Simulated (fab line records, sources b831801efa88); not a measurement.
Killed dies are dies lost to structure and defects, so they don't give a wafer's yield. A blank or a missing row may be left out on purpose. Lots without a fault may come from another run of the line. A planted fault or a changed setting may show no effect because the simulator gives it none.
Chamber matching | flow sfq_line | SFQ_TRILAYER_A5B_CMP_CMP_130 on cmp-01: 4 sister chambers
The step polishes, stops on Nb, target thk 340.7 nm. 14 wafers are shown with their chamber, then 7 later ones without.

WAFERS WITH THEIR CHAMBER
wafer  | chamber | motor_current_A (A)
L896.2 | 0       | 10.3
L896.4 | 3       | 8.2
L896.6 | 2       | 8.7
L900.2 | 3       | 9.0
L900.5 | 0       | 10.1
L900.6 | 3       | 8.7
L906.4 | 0       | 10.0
L906.3 | 2       | 8.7
L906.6 | 1       | 9.9
L907.2 | 1       | 9.2
L907.3 | 3       | 8.5
L907.6 | 2       | 8.8
L910.1 | 1       | 9.7
L910.3 | 0       | 9.5

SIGNATURES (means of the wafers above)
reading         | chamber 0 | chamber 1 | chamber 2 | chamber 3 | scatter within a chamber
motor_current_A | 9.975     | 9.600     | 8.733     | 8.600     | 0.309
Rule: a wafer's distance from a chamber is the root of the sum, over the readings, of the square of ((its reading less the chamber's mean) divided by the reading's scatter). The wafer belongs to the nearest chamber; if the next one is less than 2 further off, it can't be placed. The scatter: the root of (the sum of the squares of (reading less its chamber's mean) over the shown wafers, divided by (wafers less chambers)).

WAFERS WITHOUT THEIR CHAMBER
wafer  | motor_current_A (A)
L910.5 | 8.9
L913.1 | 9.8
L913.3 | 9.4
L913.6 | 8.5
L918.3 | 9.0
L918.4 | 9.8
L918.5 | 9.1

WHICH CHAMBER EACH WENT THROUGH
wafer  | from the rows above               | in truth
L910.5 | can't be placed: 2 or 3 or 1      | 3
L913.1 | can't be placed: 0 or 1           | 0
L913.3 | can't be placed: 1 or 0 or 2 or 3 | 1
L913.6 | can't be placed: 3 or 2           | 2
L918.3 | can't be placed: 2 or 3 or 1      | 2
L918.4 | can't be placed: 0 or 1           | 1
L918.5 | can't be placed: 2 or 1 or 3 or 0 | 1
Placed correctly: 0 of 7. Can't be placed from these rows: 7 (the true chamber is among the candidates in 7). Placed wrongly: 0.
